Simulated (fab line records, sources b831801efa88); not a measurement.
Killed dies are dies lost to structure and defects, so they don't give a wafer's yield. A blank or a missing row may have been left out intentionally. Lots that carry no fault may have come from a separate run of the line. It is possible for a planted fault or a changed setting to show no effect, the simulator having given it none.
Which tool is to blame? / flow sfq-line / 14 lots, 42 wafers sampled, at 2 steps of a route of 325

== WHAT THE GAUGES SHOWED, per wafer ==
SFQ_JJ_OVL_MEAS_931. Usual: J5_OVL 2 nm, standard deviation 5.8.
lot=L286; measured=day 43 09:04; on=overlay-01; J5_OVL (nm)=4 8 18; flag=
lot=L288; measured=day 43 14:59; on=overlay-02; J5_OVL (nm)=-4 1 1; flag=
lot=L289; measured=day 43 16:11; on=overlay-02; J5_OVL (nm)=0 -5 0; flag=
lot=L290; measured=day 43 17:23; on=overlay-02; J5_OVL (nm)=-9 -7 -8; flag=
lot=L292; measured=day 51 13:05; on=overlay-01; J5_OVL (nm)=4 -8 -12; flag=
lot=L293; measured=day 52 13:36; on=overlay-01; J5_OVL (nm)=10 -4 5; flag=
lot=L294; measured=day 52 20:40; on=overlay-02; J5_OVL (nm)=13 3 13; flag=
lot=L296; measured=day 59 07:26; on=overlay-01; J5_OVL (nm)=4 4 5; flag=
lot=L297; measured=day 59 14:38; on=overlay-01; J5_OVL (nm)=2 1 -4; flag=
lot=L303; measured=day 62 17:58; on=overlay-02; J5_OVL (nm)=8 2 5; flag=
lot=L306; measured=day 63 15:30; on=overlay-02; J5_OVL (nm)=7 14 8; flag=
lot=L307; measured=day 63 16:42; on=overlay-01; J5_OVL (nm)=5 2 3; flag=
lot=L308; measured=day 64 03:30; on=overlay-01; J5_OVL (nm)=8 9 7; flag=
lot=L309; measured=day 64 05:54; on=overlay-01; J5_OVL (nm)=2 5 -6; flag=

== EACH LOT AND THE TOOL THAT RAN IT (in order: tool; ch and the chambers of the sampled wafers; start) ==
lot=L286; SFQ_TRILAYER_I3_CMP_CMP_082=cmp-01 ch 0,2,3, day 29 16:46
lot=L288; SFQ_TRILAYER_I3_CMP_CMP_082=cmp-02 ch 0,1,2, day 30 15:51
lot=L289; SFQ_TRILAYER_I3_CMP_CMP_082=cmp-02 ch 0,1, day 31 01:21
lot=L290; SFQ_TRILAYER_I3_CMP_CMP_082=cmp-01 ch 2,3, day 31 07:46
lot=L292; SFQ_TRILAYER_I3_CMP_CMP_082=cmp-01 ch 0,2,3, day 32 19:46
lot=L293; SFQ_TRILAYER_I3_CMP_CMP_082=cmp-02 ch 0,1,2, day 33 15:02
lot=L294; SFQ_TRILAYER_I3_CMP_CMP_082=cmp-02 ch 0,2,3, day 34 05:32
lot=L296; SFQ_TRILAYER_I3_CMP_CMP_082=cmp-02 ch 0,2,3, day 34 17:32
lot=L297; SFQ_TRILAYER_I3_CMP_CMP_082=cmp-02 ch 1,2, day 35 05:02
lot=L303; SFQ_TRILAYER_I3_CMP_CMP_082=cmp-01 ch 0,1,3, day 37 04:40
lot=L306; SFQ_TRILAYER_I3_CMP_CMP_082=cmp-02 ch 2,3, day 38 08:40
lot=L307; SFQ_TRILAYER_I3_CMP_CMP_082=cmp-01 ch 1,2, day 38 11:04
lot=L308; SFQ_TRILAYER_I3_CMP_CMP_082=cmp-01 ch 1,2,3, day 38 20:04
lot=L309; SFQ_TRILAYER_I3_CMP_CMP_082=cmp-01 ch 2,3, day 39 02:30
- SFQ_TRILAYER_I3_CMP_CMP_082: polishes SiO2.

== AS READ BY THE TOOLS THEMSELVES (means over the sampled wafers that have a number; for cases with no such wafer, the mark the record gives instead) ==
SFQ_TRILAYER_I3_CMP_CMP_082. Usual: motor-current-A 10.2 A, standard deviation 0.8; platen-rpm 59.99 rpm, standard deviation 0.044; time-to-endpoint-s 215 s, standard deviation 8.1.
lot=L286; tool=cmp-01; motor-current-A (A)=10.2; platen-rpm (rpm)=59.98; time-to-endpoint-s (s)=208; flag=
lot=L288; tool=cmp-02; motor-current-A (A)=9.7; platen-rpm (rpm)=60.00; time-to-endpoint-s (s)=218; flag=
lot=L289; tool=cmp-02; motor-current-A (A)=10.0; platen-rpm (rpm)=59.97; time-to-endpoint-s (s)=213; flag=
lot=L290; tool=cmp-01; motor-current-A (A)=10.8; platen-rpm (rpm)=60.00; time-to-endpoint-s (s)=204; flag=
lot=L292; tool=cmp-01; motor-current-A (A)=10.0; platen-rpm (rpm)=59.97; time-to-endpoint-s (s)=214; flag=
lot=L293; tool=cmp-02; motor-current-A (A)=9.7; platen-rpm (rpm)=60.03; time-to-endpoint-s (s)=219; flag=
lot=L294; tool=cmp-02; motor-current-A (A)=10.3; platen-rpm (rpm)=59.97; time-to-endpoint-s (s)=217; flag=
lot=L296; tool=cmp-02; motor-current-A (A)=10.1; platen-rpm (rpm)=62.02; time-to-endpoint-s (s)=210; flag=OFF
lot=L297; tool=cmp-02; motor-current-A (A)=9.7; platen-rpm (rpm)=64.01; time-to-endpoint-s (s)=206; flag=OFF
lot=L303; tool=cmp-01; motor-current-A (A)=10.2; platen-rpm (rpm)=59.94; time-to-endpoint-s (s)=212; flag=
lot=L306; tool=cmp-02; motor-current-A (A)=11.2; platen-rpm (rpm)=59.99; time-to-endpoint-s (s)=218; flag=
lot=L307; tool=cmp-01; motor-current-A (A)=10.8; platen-rpm (rpm)=59.98; time-to-endpoint-s (s)=204; flag=
lot=L308; tool=cmp-01; motor-current-A (A)=10.4; platen-rpm (rpm)=59.98; time-to-endpoint-s (s)=201; flag=
lot=L309; tool=cmp-01; motor-current-A (A)=10.6; platen-rpm (rpm)=60.01; time-to-endpoint-s (s)=215; flag=

== THE ANSWER, worked out from the rows above alone ==
Rule: a lot counts as off when the mean over its wafers that have a number is more than 3 standard deviations away from the usual mean. A lot without any number at a reading at which 4 lots or more have one is off too. Where the step has rows for the other lots, those lots are counted as sound. First the gauges in route order, then the tools' own readings, where a lot's mean is used as printed above. At the first step where some lot is off, the reading lying furthest off is the one used; lots without a number count as furthest.
Off at SFQ_TRILAYER_I3_CMP_CMP_082 (platen-rpm): L296, L297.
A tool fits if, at that step or a process step before it, it ran every lot that is off, and no sound lot after the first of them. None of those tried fits.

== WHAT HAD BEEN PUT IN BY THE SIMULATOR ==
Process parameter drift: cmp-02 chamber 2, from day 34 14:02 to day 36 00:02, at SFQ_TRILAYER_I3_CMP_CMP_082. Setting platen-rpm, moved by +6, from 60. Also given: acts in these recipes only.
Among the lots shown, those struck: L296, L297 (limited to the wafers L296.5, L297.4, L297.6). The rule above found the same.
